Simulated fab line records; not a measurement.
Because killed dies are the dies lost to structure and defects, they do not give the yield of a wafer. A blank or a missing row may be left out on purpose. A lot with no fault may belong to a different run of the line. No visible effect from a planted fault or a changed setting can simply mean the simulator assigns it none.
Struck lot and sound lot, side by side :: flow sky130 :: 31 steps out of a route of 708
Sound: wafers L419.3, L419.4, L419.5. Wafers struck: L423.1, L423.4, L423.6. At the end, the cause is stated.
Each step with rows lists, per side, the tool, then ch with its chambers, then its first start. Under that, the readings that differ: sound wafers :: struck wafers :: difference of the means :: sigmas: that difference in standard deviations of wafers without a fault.
alike: words and numbers the same on both sides, and readings whose means are apart by under 2 such deviations; not compared: readings that were withheld, readings missing a value for some wafer, numbers with overlapping values and no deviation given by the record, and bounds like >300 which may hide the same value.
A row with sigmas, a row that says differs or no value, or rows on one side alone: a step with any of these is where the two part. When numbers do not overlap yet have no deviation, they are printed without sigmas and do not part them. A reading missing from all wafers of one side parts the sides only when that side holds two or more wafers.

SKY_PWDE_OVL_MEAS_07:
  sound: overlay-01 at day 5 03:19; struck: overlay-01 at day 5 21:02
  alike: PWDE_OVL
after that, 1 step had no rows for these wafers: SKY_PWDE_IMPLANT_08.
SKY_PWDE_STRIP_09: strips in O2/N2.
  sound on plasma_asher-04 ch 0,1, day 5 03:31; struck on plasma_asher-03 ch 1, day 5 21:14
  alike: chamber_pressure_mTorr, drypump_motor_current_A, oes_product_au, strip_time_to_endpoint_s
  not compared: rf_hours_counter_h
SKY_PWDE_TW_MEAS_10:
  sound: film_metro-02 at day 5 03:37; struck: film_metro-03 at day 5 21:20
  alike: PWDE_TW
then, 7 steps without rows for these wafers: SKY_NWELL_DEHYDRATE_03 (time 60 s); SKY_NWELL_HMDS_04 (prime time 60 s); SKY_NWELL_COAT_05 (resist thk 3000 nm); SKY_NWELL_SOFTBAKE_06; SKY_NWELL_EXPOSE_07 (exposes mask NWM, target cd 840 nm); SKY_NWELL_PEB_08; SKY_NWELL_DEVELOP_09 (develop time 60 s).
SKY_NWELL_OVL_MEAS_10:
  sound: overlay-02 at day 5 21:02; struck: overlay-01 at day 6 16:07
  alike: NWELL_00_OVL
SKY_NWELL_IMPLANT_11:
  sound on implanter-02 ch 0, day 5 21:07; struck on implanter-01 ch 0, day 6 16:10
reading: dose_ions_cm2
sound: 1.8998e+13 1.8988e+13 1.8998e+13
struck: 1.8717e+13 1.8739e+13 1.8742e+13
difference: -2.6200e+11
sigmas: -15
then, 2 steps without rows for these wafers: SKY_NWELL_IMPLANT_12; SKY_NWELL_IMPLANT_13.
SKY_NWELL_STRIP_14: strips in O2/N2.
  sound on plasma_asher-03 ch 0,1, day 5 21:32; struck on plasma_asher-03 ch 0,1, day 6 16:37
  alike: chamber_pressure_mTorr, drypump_motor_current_A, oes_product_au, strip_time_to_endpoint_s
  not compared: rf_hours_counter_h
SKY_NWELL_TW_MEAS_15:
  sound: film_metro-02 at day 5 21:38; struck: film_metro-03 at day 6 16:43
  alike: NWELL_TW
then, 7 steps without rows for these wafers: SKY_NWELL_DEHYDRATE_16 (time 60 s); SKY_NWELL_HMDS_17 (prime time 60 s); SKY_NWELL_COAT_18 (resist thk 3000 nm); SKY_NWELL_SOFTBAKE_19; SKY_NWELL_EXPOSE_20 (exposes mask NWM COMPLEMENT, target cd 840 nm); SKY_NWELL_PEB_21; SKY_NWELL_DEVELOP_22 (develop time 60 s).
SKY_NWELL_OVL_MEAS_23:
  sound: overlay-01 at day 6 16:58; struck: overlay-01 at day 7 11:39
  alike: NWELL_01_OVL
after that, 1 step had no rows for these wafers: SKY_NWELL_IMPLANT_24.
SKY_NWELL_STRIP_25: strips in O2/N2.
  sound on plasma_asher-01 ch 0,1, day 6 17:10; struck on plasma_asher-01 ch 0,1, day 7 11:50
reading: strip_time_to_endpoint_s (s)
sound: 36.78 36.75 36.68
struck: 37.03 37.03 37.05
difference: +0.30
sigmas: +2
  alike: chamber_pressure_mTorr, drypump_motor_current_A, oes_product_au
  not compared: rf_hours_counter_h
SKY_NWELL_TW_MEAS_26:
  sound: film_metro-03 at day 6 17:15; struck: film_metro-03 at day 7 11:56
  alike: NWELL_2_TW
then, 1 step without rows for these wafers: SKY_NWELL_CLEAN_27 (cleans in SC1/SC2, time 150 s).
SKY_NWELL_RTA_28: time 30 s.
  sound on rtp_anneal-01 ch 0, day 6 17:23; struck on rtp_anneal-02 ch 0, day 7 12:02
  alike: lamp_power_pct, wafer_temp_C_max
SKY_NWELL_RS_MEAS_29: measures by four-point-probe.
  sound: film_metro-02 at day 6 17:29; struck: film_metro-01 at day 7 12:30
reading: NWELL_RS (ohm/sq)
sound: 623.4 623.4 625.2
struck: 628.6 629.8 628.1
difference: +4.8
sigmas: +3
  not compared: hold

== WHERE THEY PART ==
First at SKY_NWELL_IMPLANT_11; last, within this record, at SKY_NWELL_RS_MEAS_29.

WHY: whatever the simulator had introduced
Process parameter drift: implanter-01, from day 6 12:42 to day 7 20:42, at SKY_NWELL_IMPLANT_11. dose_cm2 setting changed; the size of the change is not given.
